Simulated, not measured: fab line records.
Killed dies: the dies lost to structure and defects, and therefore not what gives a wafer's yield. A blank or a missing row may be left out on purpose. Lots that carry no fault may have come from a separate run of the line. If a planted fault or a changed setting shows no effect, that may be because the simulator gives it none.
Which tool is to blame? :: flow gf180mcu :: 13 lots, 39 wafers sampled, at 5 steps of a route of 602

== WHAT EACH GAUGE READ, for each wafer ==
GF_HV_LDD_THK_MEAS_55. Usual: for HV_LDD_CVD_54_THK the level is 10.01 nm and the standard deviation is 0.13.
lot: L531
measured: day 12 14:44
on: film metro-03
HV_LDD_CVD_54_THK (nm): 9.74 9.73 9.87
flag: 

lot: L532
measured: day 12 22:56
on: film metro-03
HV_LDD_CVD_54_THK (nm): 10.07 10.07 10.11
flag: 

lot: L533
measured: day 13 02:44
on: film metro-01
HV_LDD_CVD_54_THK (nm): 10.11 10.03 10.16
flag: 

lot: L534
measured: day 13 14:23
on: film metro-03
HV_LDD_CVD_54_THK (nm): 10.12 10.03 10.10
flag: 

lot: L535
measured: day 13 18:09
on: film metro-04
HV_LDD_CVD_54_THK (nm): 9.99 9.84 9.95
flag: 

lot: L537
measured: day 14 05:49
on: film metro-04
HV_LDD_CVD_54_THK (nm): 10.21 10.23 10.18
flag: 

lot: L539
measured: day 15 03:47
on: film metro-01
HV_LDD_CVD_54_THK (nm): 10.02 9.97 10.13
flag: 

lot: L540
measured: day 15 06:36
on: film metro-04
HV_LDD_CVD_54_THK (nm): 9.87 9.91 9.91
flag: 

lot: L542
measured: day 16 00:56
on: film metro-03
HV_LDD_CVD_54_THK (nm): 7.29 7.21 7.31
flag: OFF

lot: L543
measured: day 16 11:59
on: film metro-04
HV_LDD_CVD_54_THK (nm): 10.18 10.05 9.93
flag: 

lot: L544
measured: day 16 18:45
on: film metro-03
HV_LDD_CVD_54_THK (nm): 7.17 7.19 7.19
flag: OFF

lot: L545
measured: day 17 00:27
on: film metro-03
HV_LDD_CVD_54_THK (nm): 10.29 10.23 10.28
flag: 

lot: L554
measured: day 20 10:18
on: film metro-01
HV_LDD_CVD_54_THK (nm): 9.95 9.95 9.89
flag: 

GF_M1_RS_MEAS_05: the measuring method here is four-point-probe. Usual: for M1_ALCU_RS the level is 0.0694 ohm/sq and the standard deviation is 0.00072.
lot: L531
measured: day 16 08:29
on: film metro-02
M1_ALCU_RS (ohm/sq): 0.0689 0.0700 0.0699
flag: 

lot: L532
measured: day 16 18:49
on: film metro-01
M1_ALCU_RS (ohm/sq): 0.0702 0.0699 0.0697
flag: 

lot: L533
measured: day 16 22:14
on: film metro-02
M1_ALCU_RS (ohm/sq): 0.0696 0.0688 0.0687
flag: 

lot: L534
measured: day 17 13:06
on: film metro-02
M1_ALCU_RS (ohm/sq): 0.0685 0.0692 0.0684
flag: 

lot: L535
measured: day 17 20:17
on: film metro-03
M1_ALCU_RS (ohm/sq): 0.0697 0.0692 0.0693
flag: 

lot: L537
measured: day 18 08:23
on: film metro-03
M1_ALCU_RS (ohm/sq): 0.0695 0.0710 0.0705
flag: 

lot: L539
measured: day 19 05:25
on: film metro-01
M1_ALCU_RS (ohm/sq): 0.0691 0.0709 0.0704
flag: 

lot: L540
measured: day 19 09:17
on: film metro-01
M1_ALCU_RS (ohm/sq): 0.0696 0.0698 0.0688
flag: 

lot: L542
measured: day 20 05:15
on: film metro-02
M1_ALCU_RS (ohm/sq): 0.0697 0.0701 0.0697
flag: 

lot: L543
measured: day 20 16:34
on: film metro-03
M1_ALCU_RS (ohm/sq): 0.0703 0.0694 0.0703
flag: 

lot: L544
measured: day 20 23:52
on: film metro-01
M1_ALCU_RS (ohm/sq): 0.0680 0.0700 0.0691
flag: 

lot: L545
measured: day 21 05:17
on: film metro-02
M1_ALCU_RS (ohm/sq): 0.0708 0.0700 0.0690
flag: 

lot: L554
measured: day 24 11:24
on: film metro-02
M1_ALCU_RS (ohm/sq): 0.0698 0.0707 0.0695
flag: 

== WHAT TOOL EACH LOT RAN ON (gives the tool, then ch and the chambers of the sampled wafers, and finally the start) ==
lot: L531
GF_STI_ETCH_13: rie diel-01 ch 0,1,3, day 2 02:38
GF_HV_LDD_CVD_54: lpcvd-02 ch 1, day 12 13:43
GF_M1_SPUTTER_00: pvd sputter-04, day 16 08:15

lot: L532
GF_STI_ETCH_13: rie diel-01 ch 1,3, day 2 07:13
GF_HV_LDD_CVD_54: lpcvd-01 ch 0, day 12 21:54
GF_M1_SPUTTER_00: pvd sputter-02, day 16 18:34

lot: L533
GF_STI_ETCH_13: rie diel-02 ch 1,3, day 2 12:01
GF_HV_LDD_CVD_54: lpcvd-02 ch 0, day 13 01:43
GF_M1_SPUTTER_00: pvd sputter-04, day 16 21:59

lot: L534
GF_STI_ETCH_13: rie diel-02 ch 1,2,3, day 2 18:32
GF_HV_LDD_CVD_54: lpcvd-02 ch 0, day 13 13:22
GF_M1_SPUTTER_00: pvd sputter-04, day 17 12:53

lot: L535
GF_STI_ETCH_13: rie diel-03 ch 0,1,3, day 2 22:04
GF_HV_LDD_CVD_54: lpcvd-02 ch 0, day 13 17:08
GF_M1_SPUTTER_00: pvd sputter-02, day 17 20:04

lot: L537
GF_STI_ETCH_13: rie diel-01 ch 0,2,3, day 3 08:39
GF_HV_LDD_CVD_54: lpcvd-02 ch 1, day 14 04:47
GF_M1_SPUTTER_00: pvd sputter-02, day 18 08:07

lot: L539
GF_STI_ETCH_13: rie diel-03 ch 2,3, day 3 19:19
GF_HV_LDD_CVD_54: lpcvd-01 ch 1, day 15 02:14
GF_M1_SPUTTER_00: pvd sputter-02, day 19 05:10

lot: L540
GF_STI_ETCH_13: rie diel-01 ch 0,1,3, day 3 23:54
GF_HV_LDD_CVD_54: lpcvd-01 ch 0, day 15 05:34
GF_M1_SPUTTER_00: pvd sputter-04, day 19 09:03

lot: L542
GF_STI_ETCH_13: rie diel-03 ch 1,2, day 4 10:38
GF_HV_LDD_CVD_54: lpcvd-01 ch 0, day 15 23:54
GF_M1_SPUTTER_00: pvd sputter-04, day 20 05:01

lot: L543
GF_STI_ETCH_13: rie diel-02 ch 0,1,3, day 4 14:33
GF_HV_LDD_CVD_54: lpcvd-02 ch 0, day 16 10:56
GF_M1_SPUTTER_00: pvd sputter-02, day 20 16:20

lot: L544
GF_STI_ETCH_13: rie diel-01 ch 0,1,3, day 4 20:14
GF_HV_LDD_CVD_54: lpcvd-01 ch 0, day 16 17:44
GF_M1_SPUTTER_00: pvd sputter-03, day 20 23:38

lot: L545
GF_STI_ETCH_13: rie diel-03 ch 0,1,3, day 5 02:15
GF_HV_LDD_CVD_54: lpcvd-02 ch 1, day 16 23:26
GF_M1_SPUTTER_00: pvd sputter-03, day 21 05:04

lot: L554
GF_STI_ETCH_13: rie diel-02 ch 1,2, day 7 02:49
GF_HV_LDD_CVD_54: lpcvd-01 ch 1, day 20 09:17
GF_M1_SPUTTER_00: pvd sputter-02, day 24 11:11
- GF_STI_ETCH_13: etches the open film in CHF3/O2, stops on Si, target depth 282.31 nm, time 112.9 s.
- GF_HV_LDD_CVD_54: deposits SiO2 from TEOS, target thk 10 nm, time 75 s.
- GF_M1_SPUTTER_00: material Ti, target thk 37.5 nm, time 150 s.

== AS READ BY THE TOOLS THEMSELVES (means over the sampled wafers that have a number; for cases with no such wafer, the mark the record gives instead) ==
GF_STI_ETCH_13. Usual: O2_flow_sccm 5.002 sccm, standard deviation 0.015; drypump motor current A 5.5 A, standard deviation 0.49; oes product au 0.833 a.u., standard deviation 0.0063; throttle valve pct 8.811 %, standard deviation 0.0091.
lot: L531
tool: rie diel-01
O2_flow_sccm (sccm): 4.994
drypump motor current A (A): 5.4
oes product au (a.u.): 0.832
throttle valve pct (%): 8.813
flag: 

lot: L532
tool: rie diel-01
O2_flow_sccm (sccm): 4.988
drypump motor current A (A): 5.6
oes product au (a.u.): 0.830
throttle valve pct (%): 8.811
flag: 

lot: L533
tool: rie diel-02
O2_flow_sccm (sccm): 5.008
drypump motor current A (A): 5.5
oes product au (a.u.): 0.836
throttle valve pct (%): 8.817
flag: 

lot: L534
tool: rie diel-02
O2_flow_sccm (sccm): 4.996
drypump motor current A (A): 5.4
oes product au (a.u.): 0.833
throttle valve pct (%): 8.804
flag: 

lot: L535
tool: rie diel-03
O2_flow_sccm (sccm): 5.011
drypump motor current A (A): 5.6
oes product au (a.u.): 0.825
throttle valve pct (%): 8.800
flag: 

lot: L537
tool: rie diel-01
O2_flow_sccm (sccm): 5.014
drypump motor current A (A): 5.4
oes product au (a.u.): 0.830
throttle valve pct (%): 8.807
flag: 

lot: L539
tool: rie diel-03
O2_flow_sccm (sccm): 5.008
drypump motor current A (A): 5.1
oes product au (a.u.): 0.831
throttle valve pct (%): 8.808
flag: 

lot: L540
tool: rie diel-01
O2_flow_sccm (sccm): 5.001
drypump motor current A (A): 5.4
oes product au (a.u.): 0.829
throttle valve pct (%): 8.809
flag: 

lot: L542
tool: rie diel-03
O2_flow_sccm (sccm): 4.996
drypump motor current A (A): 5.1
oes product au (a.u.): 0.837
throttle valve pct (%): 8.817
flag: 

lot: L543
tool: rie diel-02
O2_flow_sccm (sccm): 4.995
drypump motor current A (A): 5.4
oes product au (a.u.): 0.837
throttle valve pct (%): 8.821
flag: 

lot: L544
tool: rie diel-01
O2_flow_sccm (sccm): 4.996
drypump motor current A (A): 5.3
oes product au (a.u.): 0.840
throttle valve pct (%): 8.807
flag: 

lot: L545
tool: rie diel-03
O2_flow_sccm (sccm): 5.012
drypump motor current A (A): 5.6
oes product au (a.u.): 0.830
throttle valve pct (%): 8.796
flag: 

lot: L554
tool: rie diel-02
O2_flow_sccm (sccm): 5.013
drypump motor current A (A): 5.8
oes product au (a.u.): 0.842
throttle valve pct (%): 8.814
flag: 

GF_HV_LDD_CVD_54. Usual: zone power centre pct at 10.5 %, with a standard deviation of 1.
lot: L531
tool: lpcvd-02
zone power centre pct (%): 11.9
flag: 

lot: L532
tool: lpcvd-01
zone power centre pct (%): 9.3
flag: 

lot: L533
tool: lpcvd-02
zone power centre pct (%): 9.9
flag: 

lot: L534
tool: lpcvd-02
zone power centre pct (%): 9.9
flag: 

lot: L535
tool: lpcvd-02
zone power centre pct (%): 9.9
flag: 

lot: L537
tool: lpcvd-02
zone power centre pct (%): 11.9
flag: 

lot: L539
tool: lpcvd-01
zone power centre pct (%): 11.1
flag: 

lot: L540
tool: lpcvd-01
zone power centre pct (%): 9.3
flag: 

lot: L542
tool: lpcvd-01
zone power centre pct (%): 9.3
flag: 

lot: L543
tool: lpcvd-02
zone power centre pct (%): 10.0
flag: 

lot: L544
tool: lpcvd-01
zone power centre pct (%): 9.4
flag: 

lot: L545
tool: lpcvd-02
zone power centre pct (%): 11.9
flag: 

lot: L554
tool: lpcvd-01
zone power centre pct (%): 11.1
flag: 

GF_M1_SPUTTER_00. Usual: throttle valve pct at 29.8 %, with a standard deviation of 1.1.
lot: L531
tool: pvd sputter-04
throttle valve pct (%): 29.3
flag: 

lot: L532
tool: pvd sputter-02
throttle valve pct (%): 31.1
flag: 

lot: L533
tool: pvd sputter-04
throttle valve pct (%): 29.2
flag: 

lot: L534
tool: pvd sputter-04
throttle valve pct (%): 29.3
flag: 

lot: L535
tool: pvd sputter-02
throttle valve pct (%): 30.7
flag: 

lot: L537
tool: pvd sputter-02
throttle valve pct (%): 30.6
flag: 

lot: L539
tool: pvd sputter-02
throttle valve pct (%): 30.1
flag: 

lot: L540
tool: pvd sputter-04
throttle valve pct (%): 29.2
flag: 

lot: L542
tool: pvd sputter-04
throttle valve pct (%): 29.2
flag: 

lot: L543
tool: pvd sputter-02
throttle valve pct (%): 30.4
flag: 

lot: L544
tool: pvd sputter-03
throttle valve pct (%): 29.4
flag: 

lot: L545
tool: pvd sputter-03
throttle valve pct (%): 29.9
flag: 

lot: L554
tool: pvd sputter-02
throttle valve pct (%): 30.2
flag: 

== THE ANSWER, worked out from the rows above alone ==
Rule: a lot is off if the mean of its wafers that have a number lies more than 3 standard deviations from the usual mean. A lot without any number at a reading at which 4 lots or more have one is off too. Where the step has rows for the other lots, those lots are counted as sound. First the gauges in route order, then the tools' own readings, where a lot's mean is used as printed above. At the first step where some lot is off, the reading lying furthest off is the one used; lots without a number count as furthest.
Off: L542, L544, seen at GF_HV_LDD_THK_MEAS_55 (HV_LDD_CVD_54_THK).
A tool fits if, at a process step before that reading, it ran every lot that is off, and no sound lot after the first of them. Those tools and the gauges at GF_HV_LDD_THK_MEAS_55 are tried in the same way. Not one of the candidates tried fits.

== WHAT THE SIMULATOR HAD INSERTED ==
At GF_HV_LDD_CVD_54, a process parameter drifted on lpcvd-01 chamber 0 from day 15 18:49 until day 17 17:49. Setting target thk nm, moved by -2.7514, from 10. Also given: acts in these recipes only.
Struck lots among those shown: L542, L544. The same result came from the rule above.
